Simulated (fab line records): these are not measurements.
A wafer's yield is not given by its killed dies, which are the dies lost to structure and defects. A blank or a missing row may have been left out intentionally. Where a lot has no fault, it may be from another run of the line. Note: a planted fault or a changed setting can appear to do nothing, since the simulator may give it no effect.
Struck lot and sound lot, side by side || flow sky130 || 44 steps out of a route of 708
Sound: these wafers, L324.1, L324.2, L324.5. Struck: wafer L344.3 (L344.1, L344.6, from the same lot, were not struck and are left out); the cause is given at the end.
For every step that has rows: the tool of each side, followed by ch and its chambers, followed by its first start. Under that, the readings that differ: sound wafers || struck wafers || difference of the means || sigmas: that difference in standard deviations of wafers without a fault.
alike: same words and numbers on both sides, and readings whose means sit less than 2 such deviations apart. not compared: any withheld reading, any reading some wafer has no value for, any bound like >300 that may hide the same value, and any number with overlapping values for which the record gives no deviation.
The two part at a step that has a row with sigmas, a row that says differs or no value, or rows on one side only. When numbers do not overlap yet have no deviation, they are printed without sigmas and do not part them. A reading missing from all wafers of one side parts the sides only when that side holds two or more wafers.

first, 1 step without rows for these wafers: SKY_VIA2_SPUTTER_20 (material TiN, target thk 20 nm, time 80 s).
SKY_VIA2_CVD_21: deposits W, target thk 420 nm, time 126.4 s.
  sound on cvd w-01 ch 0,1, day 37 03:49; struck on cvd w-02 ch 1, day 42 13:49
  alike: heater power w
SKY_VIA2_RS_MEAS_22: measurement is done with a four-point probe.
  sound on film metro-01, day 37 03:56; struck on film metro-01, day 42 13:57
  alike: VIA2_W_RS
SKY_VIA2_THK_MEAS_23: measures by xrf.
  sound on film metro-01, day 37 04:04; struck on film metro-01, day 42 14:04
  alike: VIA2_W_THK
then, 3 steps without rows for these wafers: SKY_VIA2_CMP_24 (polishes, stops on SiO2, t overpolish 20 s, target thk 0 nm); SKY_METAL3_SPUTTER_00 (material Ti, target thk 15 nm, time 10 s); SKY_METAL3_SPUTTER_01 (material TiN, target thk 20 nm, time 16.7 s).
SKY_METAL3_SPUTTER_02: material AlCu, target thk 735 nm, time 39.1 s.
  sound on pvd sputter-03, day 37 04:28; struck on pvd sputter-04, day 42 14:29
  alike: throttle valve pct
then, 3 steps without rows for these wafers: SKY_METAL3_SPUTTER_03 (material Ti, target thk 5 nm, time 3.3 s); SKY_METAL3_SPUTTER_04 (material TiN, target thk 70 nm, time 58.3 s); SKY_CAPM_CVD_00 (deposits SiO2, target thk 15.5 nm).
SKY_CAPM_THK_MEAS_01:
  sound on film metro-03, day 37 04:36; struck on film metro-02, day 42 14:37
  alike: CAPM_CVD_00_THK
SKY_CAPM_SPUTTER_02: material TiN, target thk 200 nm, time 166.7 s.
  sound on pvd sputter-04, day 37 04:40; struck on pvd sputter-01, day 42 14:40
{"reading": "model.TiN_of_CAPM_SPUTTER_02.thk nm (nm)", "sound": "197.7 200.5 196.1", "struck": 208.5, "difference": "+10.4", "sigmas": ""}
  alike: throttle valve pct
SKY_CAPM_RS_MEAS_03: measurement is done with a four-point probe.
  sound on film metro-04, day 37 04:46; struck on film metro-04, day 42 14:47
{"reading": "CAPM_TIN_RS (ohm/sq)", "sound": "6.98 6.87 7.04", "struck": 6.60, "difference": -0.36, "sigmas": -4}
SKY_CAPM_THK_MEAS_04: measures by xrf.
  sound on film metro-04, day 37 04:53; struck on film metro-04, day 42 14:54
{"reading": "CAPM_TIN_THK (nm)", "sound": "199.9 202.1 197.4", "struck": 211.9, "difference": "+12.1", "sigmas": "+4"}
then, 7 steps without rows for these wafers: SKY_CAPM_DEHYDRATE_05 (time 60 s); SKY_CAPM_HMDS_06 (prime time 60 s); SKY_CAPM_COAT_07 (resist thk 1140 nm); SKY_CAPM_SOFTBAKE_08 (time 60 s); SKY_CAPM_EXPOSE_09 (exposes mask CAPM, target cd 1000 nm); SKY_CAPM_PEB_10; SKY_CAPM_DEVELOP_11 (develop time 60 s).
SKY_CAPM_OVL_MEAS_12:
  sound on overlay-01, day 38 05:13; struck on overlay-01, day 43 13:42
{"reading": "CAPM_OVL (nm)", "sound": "-2.3 -1.8 -2.3", "struck": 0.8, "difference": "+2.9", "sigmas": "+2"}
SKY_CAPM_METAL_ETCH_13: etches TiN in Cl2/BCl3, stops on SiO2, target depth 220 nm, time 62.9 s.
  sound on rie metal-02 ch 0, day 38 05:15; struck on rie metal-04 ch 0, day 43 13:44
{"reading": "oes product au (a.u.)", "sound": "0.932 0.945 0.934", "struck": 0.964, "difference": "+0.027", "sigmas": "+3"}
{"reading": "throttle valve pct (%)", "sound": "21.909 21.908 21.906", "struck": 21.871, "difference": -0.037, "sigmas": -4}
{"reading": "model.CAPM.feature depth nm (nm)", "sound": "197.7 200.5 196.1", "struck": 208.5, "difference": "+10.4", "sigmas": ""}
{"reading": "model.etch.depth nm (nm)", "sound": "197.7 200.5 196.1", "struck": 208.5, "difference": "+10.4", "sigmas": ""}
  alike: drypump motor current A
  not compared: rf hours counter h
SKY_CAPM_STRIP_14: strips in O2/N2.
  sound on plasma asher-01 ch 0,1, day 38 05:24; struck on plasma asher-01 ch 0, day 43 13:49
  alike: drypump motor current A, oes product au, strip time to endpoint s
  not compared: rf hours counter h
then, 11 steps without rows for these wafers: SKY_CAPM_STRIP_15 (strips in post etch residue remover, time 1200 s); SKY_CAPM_CLEAN_16 (cleans in IPA, time 180 s); SKY_CAPM_CLEAN_17 (cleans in O3/DIW); SKY_METAL3_DEHYDRATE_05 (time 60 s); SKY_METAL3_HMDS_06 (prime time 60 s); SKY_METAL3_COAT_07 (resist thk 60 nm); SKY_METAL3_COAT_08 (resist thk 1140 nm); SKY_METAL3_SOFTBAKE_09 (time 90 s); SKY_METAL3_EXPOSE_10 (exposes mask MM3, target cd 300 nm); SKY_METAL3_PEB_11; SKY_METAL3_DEVELOP_12 (develop time 60 s).
SKY_METAL3_CD_MEAS_13: the cd target is 300 nm.
  sound on cd sem-02, day 39 06:36; struck on cd sem-01, day 44 13:52
  alike: cd nm
SKY_METAL3_OVL_MEAS_14:
  sound on overlay-01, day 39 06:43; struck on overlay-02, day 44 13:59
  alike: METAL3_OVL
SKY_METAL3_DESCUM_15: chemistry O2, time 8 s.
  sound on rie metal-02 ch 0,1, day 39 06:45; struck on rie metal-02 ch 0, day 44 14:01
{"reading": "oes product au (a.u.)", "sound": "0.999 1.009 1.010", "struck": 0.986, "difference": -0.020, "sigmas": -2}
  alike: drypump motor current A
  not compared: rf hours counter h
then, 2 steps without rows for these wafers: SKY_METAL3_ETCH_16 (etches BARC in N2/H2, stops on SiO2, time 88.2 s, target depth 60 nm); SKY_METAL3_ETCH_17 (etches SiO2 in C4F8/O2/Ar, stops on TiN, time 3.9 s, target depth 15 nm).
SKY_METAL3_METAL_ETCH_18: etches the open film in Cl2/BCl3, stops on SiO2, target depth 845 nm, time 183.1 s.
  sound on rie metal-01 ch 0,1, day 39 06:54; struck on rie metal-04 ch 1, day 44 14:10
{"reading": "oes product au (a.u.)", "sound": "0.862 0.852 0.863", "struck": 0.873, "difference": "+0.014", "sigmas": "+2"}
  alike: drypump motor current A, throttle valve pct
  not compared: rf hours counter h
SKY_METAL3_STRIP_20: strips in post etch residue remover, time 1200 s.
  sound on wet bench-02 ch 0, day 39 07:11; struck on wet bench-03 ch 1, day 44 14:26
{"reading": "model.TiN_of_CAPM_SPUTTER_02.thk nm (nm)", "sound": "196.9 199.7 195.3", "struck": 207.6, "difference": "+10.3", "sigmas": ""}
-- the record jumps here: 6 days lie between the struck wafers' starts before and after (it left off in module METAL3 and takes up again in module PAD_OPEN, whose first step shown is number 708 of the route) --
SKY_PAD_OPEN_PROBE_99:
  sound on prober-01, day 46 09:52; struck on prober-01, day 50 17:01
{"reading": "sort_bin_6_memory (%)", "sound": "6.3 5.7 7.7", "struck": 4.1, "difference": -2.5, "sigmas": -2}
{"reading": "model.etest.cap mim.plate ohm sq", "sound": "6.004 6.058 6.062", "struck": 5.723, "difference": -0.318, "sigmas": ""}
  alike: defect limited yield, killed_at_M0_to_M3, killed_at_M4_up, killed at contacts, killed at front end, killed at other, killed dies, killed open, killed short, sort_bin_3_pad_short, sort_bin_5_function, sort n pass, sort yield pct

## WHERE THEY PART
Earliest at SKY_CAPM_RS_MEAS_03; latest, in this record, at SKY_PAD_OPEN_PROBE_99.

WHY: the cause the simulator had injected
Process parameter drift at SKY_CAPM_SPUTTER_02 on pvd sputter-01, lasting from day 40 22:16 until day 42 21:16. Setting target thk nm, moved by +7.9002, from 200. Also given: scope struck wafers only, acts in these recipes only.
